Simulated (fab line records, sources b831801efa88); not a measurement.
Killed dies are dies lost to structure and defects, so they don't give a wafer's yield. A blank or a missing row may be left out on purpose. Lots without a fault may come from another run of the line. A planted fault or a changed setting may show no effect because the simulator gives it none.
A struck lot beside a sound one | flow sky130 | 37 steps out of a route of 708
Sound: wafers L659.2, L659.4, L659.5. Struck: wafers L657.1, L657.2, L657.3. The cause comes at the end.
At each step with rows: each side's tool, then ch and its chambers, then its first start. Under that, the readings that differ: sound wafers | struck wafers | difference of the means | sigmas: that difference in standard deviations of wafers without a fault.
alike: readings whose means differ by less than 2 such deviations, and words and numbers that are the same on both sides. not compared: withheld readings, readings that some wafer has no value for, bounds like >300 that may hide the same value, and numbers for which the record gives no deviation and whose values overlap.
The two part at a step that has a row with sigmas, a row that says differs or no value, or rows on one side only. Numbers that don't overlap but have no deviation are shown without sigmas and don't part them. A reading that every wafer of one side lacks parts them only if that side has two wafers or more.

first, 9 steps without rows for these wafers: SKY_VIA2_SPUTTER_20 (material TiN, target thk 20 nm, time 80 s); SKY_VIA2_CVD_21 (deposits W, target thk 420 nm, time 126.4 s); SKY_VIA2_CMP_24 (polishes, stops on SiO2, t overpolish 20 s, target thk 0 nm); SKY_METAL3_SPUTTER_00 (material Ti, target thk 15 nm, time 10 s); SKY_METAL3_SPUTTER_01 (material TiN, target thk 20 nm, time 16.7 s); SKY_METAL3_SPUTTER_02 (material AlCu, target thk 735 nm, time 39.1 s); SKY_METAL3_SPUTTER_03 (material Ti, target thk 5 nm, time 3.3 s); SKY_METAL3_SPUTTER_04 (material TiN, target thk 70 nm, time 58.3 s); SKY_CAPM_CVD_00 (deposits SiO2, target thk 15.5 nm).
SKY_CAPM_SPUTTER_02: material TiN, target thk 200 nm, time 166.7 s.
  sound on pvd_sputter-03, day 43 00:13; struck on pvd_sputter-02, day 42 12:28
  reading                                  | sound             | struck            | difference | sigmas
  model.TiN_of_CAPM_SPUTTER_02.thk_nm (nm) | 199.4 198.7 202.3 | 216.4 212.6 216.2 | +14.9      |
  alike: throttle_valve_pct
SKY_CAPM_RS_MEAS_03: measures by four-point-probe.
  sound on film_metro-01, day 43 00:21; struck on film_metro-01, day 42 12:52
  reading              | sound          | struck         | difference | sigmas
  CAPM_TIN_RS (ohm/sq) | 6.96 6.96 6.83 | 6.37 6.49 6.40 | -0.50      | -5
  not compared: hold
SKY_CAPM_THK_MEAS_04: measures by xrf.
  sound on film_metro-01, day 43 00:28; struck on film_metro-01, day 42 14:59
  reading           | sound       | struck      | difference | sigmas
  CAPM_TIN_THK (nm) | 200 200 203 | 219 215 219 | +17        | +5
  not compared: hold
then, 6 steps without rows for these wafers: SKY_CAPM_HMDS_06 (prime time 60 s); SKY_CAPM_COAT_07 (resist thk 1118 nm); SKY_CAPM_SOFTBAKE_08 (time 60 s); SKY_CAPM_EXPOSE_09 (exposes mask CAPM, target cd 1000 nm); SKY_CAPM_PEB_10; SKY_CAPM_DEVELOP_11 (develop time 60 s).
SKY_CAPM_METAL_ETCH_13: etches TiN in Cl2/BCl3, stops on SiO2, target depth 220 nm, time 62.9 s.
  sound on rie_metal-02 ch 0,1, day 43 21:53; struck on rie_metal-04 ch 0,1, day 43 11:00
  reading               | sound             | struck            | difference | sigmas
  oes_product_au (a.u.) | 0.942 0.943 0.954 | 0.986 0.972 0.983 | +0.034     | +3
  alike: drypump_motor_current_A, throttle_valve_pct
  not compared: rf_hours_counter_h
then, 16 steps without rows for these wafers: SKY_CAPM_STRIP_14 (strips in O2/N2); SKY_CAPM_STRIP_15 (strips in post etch residue remover, time 1200 s); SKY_CAPM_CLEAN_16 (cleans in IPA, time 180 s); SKY_CAPM_CLEAN_17 (cleans in O3/DIW); SKY_METAL3_DEHYDRATE_05 (time 60 s); SKY_METAL3_HMDS_06 (prime time 60 s); SKY_METAL3_COAT_07 (resist thk 60 nm); SKY_METAL3_COAT_08 (resist thk 1140 nm); SKY_METAL3_SOFTBAKE_09 (time 90 s); SKY_METAL3_EXPOSE_10 (exposes mask MM3, target cd 300 nm); SKY_METAL3_PEB_11; SKY_METAL3_DEVELOP_12 (develop time 60 s); SKY_METAL3_DESCUM_15 (chemistry O2, time 8 s); SKY_METAL3_ETCH_16 (etches BARC in N2/H2, stops on SiO2, time 88.2 s, target depth 60 nm); SKY_METAL3_ETCH_17 (etches SiO2 in C4F8/O2/Ar, stops on TiN, time 3.9 s, target depth 15 nm); SKY_METAL3_METAL_ETCH_18 (etches the open film in Cl2/BCl3, stops on SiO2, target depth 845 nm, time 183.1 s).
SKY_METAL3_STRIP_20: strips in post etch residue remover, time 1200 s.
  sound on wet_bench-04 ch 2, day 44 21:45; struck on wet_bench-01 ch 1, day 44 10:27
  reading                                  | sound             | struck            | difference | sigmas
  model.TiN_of_CAPM_SPUTTER_02.thk_nm (nm) | 198.5 197.8 201.5 | 215.6 211.8 215.3 | +15.0      |
-- the record jumps here: 6 days lie between the struck wafers' starts before and after (it left off in module METAL3 and takes up again in module PAD_OPEN, whose first step shown is number 708 of the route) --
SKY_PAD_OPEN_PROBE_99:
  sound on prober-02, day 50 22:11; struck on prober-02, day 50 09:29
  reading                          | sound             | struck           | difference | sigmas
  model.etest.cap_mim.plate_ohm_sq | 5.983 6.048 5.904 | 5.561 5.67 5.561 | -0.381     |
  alike: defect_limited_yield, killed_at_M0_to_M3, killed_at_M4_up, killed_at_contacts, killed_at_front_end, killed_at_other, killed_dies, killed_open, killed_short, sort_bin_3_pad_short, sort_bin_5_function, sort_bin_6_memory, sort_n_pass, sort_yield_pct

WHERE THEY PART
First at SKY_CAPM_RS_MEAS_03; last, within this record, at SKY_CAPM_METAL_ETCH_13. Later steps at which nothing parts them and some readings are alike: SKY_PAD_OPEN_PROBE_99.

WHY: what the simulator had put in
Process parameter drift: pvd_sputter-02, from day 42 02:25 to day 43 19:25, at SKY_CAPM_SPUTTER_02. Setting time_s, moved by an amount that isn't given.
